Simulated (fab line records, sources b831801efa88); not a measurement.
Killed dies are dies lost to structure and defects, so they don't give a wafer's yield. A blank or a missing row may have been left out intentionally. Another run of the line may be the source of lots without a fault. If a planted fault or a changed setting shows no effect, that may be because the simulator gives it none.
Shared-tool check / flow sky130 / Lots sampled 11, wafers sampled 33

WHAT PROMPTED THE OPENING
Of 11 lots, 2 have the reading CONTACT_HDPCVD_THK flagged at SKY_CONTACT_THK_MEAS_03. Wafers without a fault read 569 nm, standard deviation 7.4.
Rule: a lot is flagged when every wafer of it that has a number lies more than 4 standard deviations from that mean, or none has a number. All remaining lots are regarded as sound.

lot=L710; measured=day 32 04:59; on=film-metro-02; CONTACT_HDPCVD_THK (nm), wafer by wafer=685 682 688; flag=FLAGGED
lot=L709; measured=day 32 05:59; on=film-metro-04; CONTACT_HDPCVD_THK (nm), wafer by wafer=688 681 687; flag=FLAGGED
lot=L716; measured=day 34 12:11; on=film-metro-04; CONTACT_HDPCVD_THK (nm), wafer by wafer=567 555 568; flag=
lot=L718; measured=day 35 06:43; on=film-metro-04; CONTACT_HDPCVD_THK (nm), wafer by wafer=561 568 564; flag=
lot=L719; measured=day 35 20:53; on=film-metro-02; CONTACT_HDPCVD_THK (nm), wafer by wafer=577 569 568; flag=
lot=L721; measured=day 36 12:40; on=film-metro-04; CONTACT_HDPCVD_THK (nm), wafer by wafer=559 571 572; flag=
lot=L720; measured=day 36 14:26; on=film-metro-03; CONTACT_HDPCVD_THK (nm), wafer by wafer=560 560 562; flag=
lot=L722; measured=day 36 15:11; on=film-metro-02; CONTACT_HDPCVD_THK (nm), wafer by wafer=581 583 578; flag=
lot=L724; measured=day 36 22:09; on=film-metro-02; CONTACT_HDPCVD_THK (nm), wafer by wafer=572 580 565; flag=
lot=L725; measured=day 37 12:40; on=film-metro-02; CONTACT_HDPCVD_THK (nm), wafer by wafer=559 559 563; flag=
lot=L727; measured=day 37 20:15; on=film-metro-02; CONTACT_HDPCVD_THK (nm), wafer by wafer=575 564 564; flag=
On average the flagged lots' numbers are 685 nm, which is +116 nm against the usual, or +16 standard deviations.

WHICH TOOL EACH LOT WENT THROUGH
3 process steps preceding the reading are held in the record, out of 708 steps in the route. Every cell lists first the tool, next ch and the chambers used by the sampled wafers, and last the start.
lot=L710; flag=FLAGGED; SKY_LI_CONTACT_SPUTTER_19=pvd-sputter-02, day 30 22:58; SKY_LOCAL_INTERCONNECT_ETCH_13=rie-metal-03 ch 0, day 32 04:06; SKY_CONTACT_HDPCVD_02=hdpcvd-02 ch 1,2, day 32 04:55
lot=L709; flag=FLAGGED; SKY_LI_CONTACT_SPUTTER_19=pvd-sputter-03, day 31 00:24; SKY_LOCAL_INTERCONNECT_ETCH_13=rie-metal-04 ch 0,1, day 32 05:06; SKY_CONTACT_HDPCVD_02=hdpcvd-02 ch 1,2, day 32 05:55
lot=L716; flag=; SKY_LI_CONTACT_SPUTTER_19=pvd-sputter-01, day 33 08:05; SKY_LOCAL_INTERCONNECT_ETCH_13=rie-metal-03 ch 0, day 34 11:14; SKY_CONTACT_HDPCVD_02=hdpcvd-01 ch 0,1,2, day 34 12:07
lot=L718; flag=; SKY_LI_CONTACT_SPUTTER_19=pvd-sputter-02, day 34 01:42; SKY_LOCAL_INTERCONNECT_ETCH_13=rie-metal-04 ch 0,1, day 35 05:50; SKY_CONTACT_HDPCVD_02=hdpcvd-01 ch 0,2, day 35 06:37
lot=L719; flag=; SKY_LI_CONTACT_SPUTTER_19=pvd-sputter-02, day 34 16:11; SKY_LOCAL_INTERCONNECT_ETCH_13=rie-metal-04 ch 0,1, day 35 19:57; SKY_CONTACT_HDPCVD_02=hdpcvd-02 ch 1,2, day 35 20:48
lot=L721; flag=; SKY_LI_CONTACT_SPUTTER_19=pvd-sputter-02, day 35 08:57; SKY_LOCAL_INTERCONNECT_ETCH_13=rie-metal-01 ch 0,1, day 36 11:46; SKY_CONTACT_HDPCVD_02=hdpcvd-01 ch 0,1, day 36 12:36
lot=L720; flag=; SKY_LI_CONTACT_SPUTTER_19=pvd-sputter-02, day 35 09:56; SKY_LOCAL_INTERCONNECT_ETCH_13=rie-metal-03 ch 0,1, day 36 13:31; SKY_CONTACT_HDPCVD_02=hdpcvd-01 ch 0,2, day 36 14:21
lot=L722; flag=; SKY_LI_CONTACT_SPUTTER_19=pvd-sputter-01, day 35 11:11; SKY_LOCAL_INTERCONNECT_ETCH_13=rie-metal-04 ch 0,1, day 36 14:16; SKY_CONTACT_HDPCVD_02=hdpcvd-02 ch 0,1,2, day 36 15:07
lot=L724; flag=; SKY_LI_CONTACT_SPUTTER_19=pvd-sputter-01, day 35 18:07; SKY_LOCAL_INTERCONNECT_ETCH_13=rie-metal-04 ch 0,1, day 36 21:14; SKY_CONTACT_HDPCVD_02=hdpcvd-02 ch 0,1, day 36 22:04
lot=L725; flag=; SKY_LI_CONTACT_SPUTTER_19=pvd-sputter-01, day 36 08:58; SKY_LOCAL_INTERCONNECT_ETCH_13=rie-metal-04 ch 0,1, day 37 11:46; SKY_CONTACT_HDPCVD_02=hdpcvd-01 ch 0,2, day 37 12:36
lot=L727; flag=; SKY_LI_CONTACT_SPUTTER_19=pvd-sputter-02, day 36 15:47; SKY_LOCAL_INTERCONNECT_ETCH_13=rie-metal-04 ch 0,1, day 37 19:21; SKY_CONTACT_HDPCVD_02=hdpcvd-01 ch 1,2, day 37 20:11
What is done by these steps:
- SKY_LI_CONTACT_SPUTTER_19: material Ti, target thk 20 nm, time 106.37 s.
- SKY_LOCAL_INTERCONNECT_ETCH_13: etches BARC in N2/H2, stops on SiO2, time 45.9 s, target depth 60 nm.
- SKY_CONTACT_HDPCVD_02: deposits SiO2, target thk 565 nm, time 94.2 s.
- SKY_CONTACT_THK_MEAS_03

FLAGGED AGAINST TOTAL, ONE TOOL AT A TIME (gauges that did the reading follow at the end)
step=SKY_LI_CONTACT_SPUTTER_19; tool=pvd-sputter-01; lots run=4; flagged=0; share of the flagged lots=none; sound lots run after its first flagged lot=-
step=SKY_LI_CONTACT_SPUTTER_19; tool=pvd-sputter-02; lots run=6; flagged=1; share of the flagged lots=some; sound lots run after its first flagged lot=5 (L718,L719,L721,L720,L727)
step=SKY_LI_CONTACT_SPUTTER_19; tool=pvd-sputter-03; lots run=1; flagged=1; share of the flagged lots=some; sound lots run after its first flagged lot=0
step=SKY_LOCAL_INTERCONNECT_ETCH_13; tool=rie-metal-01; lots run=1; flagged=0; share of the flagged lots=none; sound lots run after its first flagged lot=-
step=SKY_LOCAL_INTERCONNECT_ETCH_13; tool=rie-metal-03; lots run=3; flagged=1; share of the flagged lots=some; sound lots run after its first flagged lot=2 (L716,L720)
step=SKY_LOCAL_INTERCONNECT_ETCH_13; tool=rie-metal-04; lots run=7; flagged=1; share of the flagged lots=some; sound lots run after its first flagged lot=6 (L718,L719,L722,L724,L725,L727)
step=SKY_CONTACT_HDPCVD_02; tool=hdpcvd-01; lots run=6; flagged=0; share of the flagged lots=none; sound lots run after its first flagged lot=-
step=SKY_CONTACT_HDPCVD_02; tool=hdpcvd-02; lots run=5; flagged=2; share of the flagged lots=all; sound lots run after its first flagged lot=3 (L719,L722,L724)
step=SKY_CONTACT_THK_MEAS_03; tool=film-metro-02; lots run=6; flagged=1; share of the flagged lots=some; sound lots run after its first flagged lot=5 (L719,L722,L724,L725,L727)
step=SKY_CONTACT_THK_MEAS_03; tool=film-metro-03; lots run=1; flagged=0; share of the flagged lots=none; sound lots run after its first flagged lot=-
step=SKY_CONTACT_THK_MEAS_03; tool=film-metro-04; lots run=4; flagged=1; share of the flagged lots=some; sound lots run after its first flagged lot=3 (L716,L718,L721)

WHAT THE TABLE PERMITS
In the table, 1 row covers all flagged lots: hdpcvd-02 at SKY_CONTACT_HDPCVD_02.
- hdpcvd-02 at SKY_CONTACT_HDPCVD_02: 2 of its 5 lots flagged. Sound lots followed the first flagged one (L719, L722, L724) on it, something a lasting fault affecting the whole tool could not allow. Its own readings lie more than 4 standard deviations out on every wafer of the flagged lots: sih4-flow-sccm.
Every row of the table either missed a flagged lot or ran a sound lot after the first.

WHAT THE SIMULATOR PUT IN
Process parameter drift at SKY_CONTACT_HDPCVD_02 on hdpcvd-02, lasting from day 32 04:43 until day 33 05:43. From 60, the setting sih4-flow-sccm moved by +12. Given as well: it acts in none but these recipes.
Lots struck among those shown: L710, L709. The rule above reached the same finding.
